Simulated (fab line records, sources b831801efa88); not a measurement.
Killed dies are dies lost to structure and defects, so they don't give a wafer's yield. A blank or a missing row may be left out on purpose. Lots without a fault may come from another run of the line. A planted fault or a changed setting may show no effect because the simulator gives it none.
Tool commonality check | flow sky130 | 12 lots, 36 wafers sampled

WHY IT WAS OPENED
At SKY_PWDE_TW_MEAS_10 the reading PWDE_TW is flagged on 3 of 12 lots. Wafers without a fault read 375, standard deviation 4.6.
Rule: a lot is flagged when every wafer of it that has a number lies more than 4 standard deviations from that mean, or none has a number. The other lots count as sound.

lot  | measured    | on            | PWDE_TW, wafer by wafer | flag
L722 | day 4 09:29 | film_metro-01 | 371 371 371             |
L723 | day 4 13:18 | film_metro-02 | 377 378 377             |
L726 | day 5 07:44 | film_metro-02 | 374 372 375             |
L727 | day 5 16:44 | film_metro-02 | 465 466 465             | FLAGGED
L728 | day 6 01:50 | film_metro-03 | 380 380 381             |
L729 | day 6 09:08 | film_metro-01 | 455 455 455             | FLAGGED
L731 | day 6 16:40 | film_metro-03 | 469 468 467             | FLAGGED
L732 | day 6 21:03 | film_metro-03 | 380 380 378             |
L738 | day 8 01:33 | film_metro-01 | 371 370 369             |
L739 | day 8 08:09 | film_metro-03 | 377 379 377             |
L740 | day 8 12:16 | film_metro-02 | 373 372 373             |
L742 | day 8 23:02 | film_metro-02 | 373 373 374             |
The numbers of the flagged lots are 463 on average: +88 against the usual, or +19 standard deviations.

WHICH TOOL RAN EACH LOT
The record holds 2 process steps before the reading, out of a route of 708 steps. In each cell: the tool, then ch and the chambers that the sampled wafers went through, then the start.
lot  | flag    | SKY_FIELD_ISO_ETCH_14             | SKY_PWDE_IMPLANT_08
L722 |         | rie_diel-01 ch 0,1, day 2 17:58   | implanter-01 ch 0, day 4 09:16
L723 |         | rie_diel-03 ch 2,3, day 2 20:14   | implanter-02 ch 0, day 4 13:04
L726 |         | rie_diel-03 ch 0,2,3, day 3 13:20 | implanter-04 ch 0, day 5 07:31
L727 | FLAGGED | rie_diel-01 ch 1,2, day 3 17:25   | implanter-02 ch 0, day 5 16:11
L728 |         | rie_diel-01 ch 0,2, day 3 22:49   | implanter-01 ch 0, day 6 01:35
L729 | FLAGGED | rie_diel-01 ch 1,3, day 4 03:22   | implanter-04 ch 0, day 6 08:16
L731 | FLAGGED | rie_diel-01 ch 1,3, day 4 12:46   | implanter-04 ch 0, day 6 15:42
L732 |         | rie_diel-01 ch 1,2, day 4 20:13   | implanter-02 ch 0, day 6 20:49
L738 |         | rie_diel-01 ch 0,2, day 6 03:08   | implanter-01 ch 0, day 8 01:19
L739 |         | rie_diel-01 ch 0,2,3, day 6 07:23 | implanter-04 ch 0, day 8 07:54
L740 |         | rie_diel-03 ch 0,1,3, day 6 12:11 | implanter-02 ch 0, day 8 12:01
L742 |         | rie_diel-04 ch 0,2,3, day 7 00:08 | implanter-02 ch 0, day 8 22:48
What these steps do:
- SKY_FIELD_ISO_ETCH_14: etches BARC in N2/H2, stops on SiO2, time 45.9 s, target depth 60 nm.
- SKY_PWDE_IMPLANT_08
- SKY_PWDE_TW_MEAS_10

FLAGGED OVER TOTAL, TOOL BY TOOL (the gauges that took the reading come last)
step                  | tool          | lots run | flagged | share of the flagged lots | sound lots run after its first flagged lot
SKY_FIELD_ISO_ETCH_14 | rie_diel-01   | 8        | 3       | all                       | 4 (L728,L732,L738,L739)
SKY_FIELD_ISO_ETCH_14 | rie_diel-03   | 3        | 0       | none                      | -
SKY_FIELD_ISO_ETCH_14 | rie_diel-04   | 1        | 0       | none                      | -
SKY_PWDE_IMPLANT_08   | implanter-01  | 3        | 0       | none                      | -
SKY_PWDE_IMPLANT_08   | implanter-02  | 5        | 1       | some                      | 3 (L732,L740,L742)
SKY_PWDE_IMPLANT_08   | implanter-04  | 4        | 2       | some                      | 1 (L739)
SKY_PWDE_TW_MEAS_10   | film_metro-01 | 3        | 1       | some                      | 1 (L738)
SKY_PWDE_TW_MEAS_10   | film_metro-02 | 5        | 1       | some                      | 2 (L740,L742)
SKY_PWDE_TW_MEAS_10   | film_metro-03 | 4        | 1       | some                      | 2 (L732,L739)

WHAT THE TABLE ALLOWS
1 row of the table ran every flagged lot: rie_diel-01 at SKY_FIELD_ISO_ETCH_14.
- rie_diel-01 at SKY_FIELD_ISO_ETCH_14: 3 of its 8 lots flagged. Sound lots ran on it after the first flagged one (L728, L732, L738, L739), which a lasting fault on the whole tool wouldn't allow.
No row of the table ran every flagged lot and no sound lot after the first.

WHAT THE SIMULATOR HAD PUT IN
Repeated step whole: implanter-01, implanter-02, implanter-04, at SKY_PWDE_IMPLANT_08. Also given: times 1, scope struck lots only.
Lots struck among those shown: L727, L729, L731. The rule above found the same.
